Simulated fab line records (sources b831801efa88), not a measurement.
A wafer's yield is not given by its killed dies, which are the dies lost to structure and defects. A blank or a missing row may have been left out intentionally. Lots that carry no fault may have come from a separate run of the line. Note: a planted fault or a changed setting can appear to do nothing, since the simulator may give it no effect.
Matching of chambers :: flow sky130 :: SKY_VIA4_ETCH_12 on rie-diel-04 has 4 sister chambers
The step etches SiO2 in C4F8/O2/Ar, stops on TiN, target depth 580 nm. 14 wafers are shown with their chamber, then 7 later ones without.

## WAFERS PAIRED WITH THEIR CHAMBERS
wafer: L075.3
chamber: 3
rf-fwd-power-W (W): 1489
oes-product-au (a.u.): 0.929

wafer: L075.5
chamber: 3
rf-fwd-power-W (W): 1490
oes-product-au (a.u.): 0.924

wafer: L075.6
chamber: 0
rf-fwd-power-W (W): 1496
oes-product-au (a.u.): 0.922

wafer: L076.1
chamber: 2
rf-fwd-power-W (W): 1495
oes-product-au (a.u.): 0.931

wafer: L076.2
chamber: 1
rf-fwd-power-W (W): 1484
oes-product-au (a.u.): 0.927

wafer: L076.4
chamber: 0
rf-fwd-power-W (W): 1490
oes-product-au (a.u.): 0.926

wafer: L081.4
chamber: 0
rf-fwd-power-W (W): 1497
oes-product-au (a.u.): 0.924

wafer: L081.5
chamber: 1
rf-fwd-power-W (W): 1486
oes-product-au (a.u.): 0.932

wafer: L081.6
chamber: 2
rf-fwd-power-W (W): 1486
oes-product-au (a.u.): 0.921

wafer: L091.2
chamber: 0
rf-fwd-power-W (W): 1481
oes-product-au (a.u.): 0.925

wafer: L091.4
chamber: 3
rf-fwd-power-W (W): 1486
oes-product-au (a.u.): 0.925

wafer: L091.6
chamber: 0
rf-fwd-power-W (W): 1486
oes-product-au (a.u.): 0.921

wafer: L092.1
chamber: 1
rf-fwd-power-W (W): 1486
oes-product-au (a.u.): 0.922

wafer: L092.2
chamber: 2
rf-fwd-power-W (W): 1494
oes-product-au (a.u.): 0.929

SIGNATURES (averages over the wafers above)
reading: rf-fwd-power-W
chamber 0: 1490.00
chamber 1: 1485.33
chamber 2: 1491.67
chamber 3: 1488.33
scatter within a chamber: 4.92

reading: oes-product-au
chamber 0: 0.92360
chamber 1: 0.92700
chamber 2: 0.92700
chamber 3: 0.92600
scatter within a chamber: 0.0037
Rule: a wafer's distance from a chamber is the root of the sum, over the readings, of the square of ((its reading less the chamber's mean) divided by the reading's scatter). The wafer belongs to the nearest chamber; if the next one is less than 2 further off, it can't be placed. The scatter: take each reading less its chamber's mean, square it, sum over the shown wafers, divide by the number of wafers less the number of chambers, and take the root.

## WAFERS WITHOUT THEIR CHAMBER
wafer: L092.4
rf-fwd-power-W (W): 1495
oes-product-au (a.u.): 0.932

wafer: L095.3
rf-fwd-power-W (W): 1485
oes-product-au (a.u.): 0.929

wafer: L095.5
rf-fwd-power-W (W): 1494
oes-product-au (a.u.): 0.924

wafer: L095.6
rf-fwd-power-W (W): 1498
oes-product-au (a.u.): 0.941

wafer: L097.1
rf-fwd-power-W (W): 1499
oes-product-au (a.u.): 0.928

wafer: L097.2
rf-fwd-power-W (W): 1484
oes-product-au (a.u.): 0.924

wafer: L097.6
rf-fwd-power-W (W): 1487
oes-product-au (a.u.): 0.929

## EACH ONE'S CHAMBER
wafer: L092.4
from the rows above: can't be placed: 2 or 3 or 1 or 0
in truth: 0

wafer: L095.3
from the rows above: can't be placed: 1 or 3 or 2 or 0
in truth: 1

wafer: L095.5
from the rows above: can't be placed: 0 or 2 or 3 or 1
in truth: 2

wafer: L095.6
from the rows above: can't be placed: 2 or 3 or 1 or 0
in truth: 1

wafer: L097.1
from the rows above: can't be placed: 2 or 0 or 3 or 1
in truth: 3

wafer: L097.2
from the rows above: can't be placed: 1 or 3 or 0 or 2
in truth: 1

wafer: L097.6
from the rows above: can't be placed: 1 or 3 or 2 or 0
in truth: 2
0 of 7 placed correctly. These rows do not allow placing 7 (true chamber among the candidates in 7). Wrongly placed: 0.
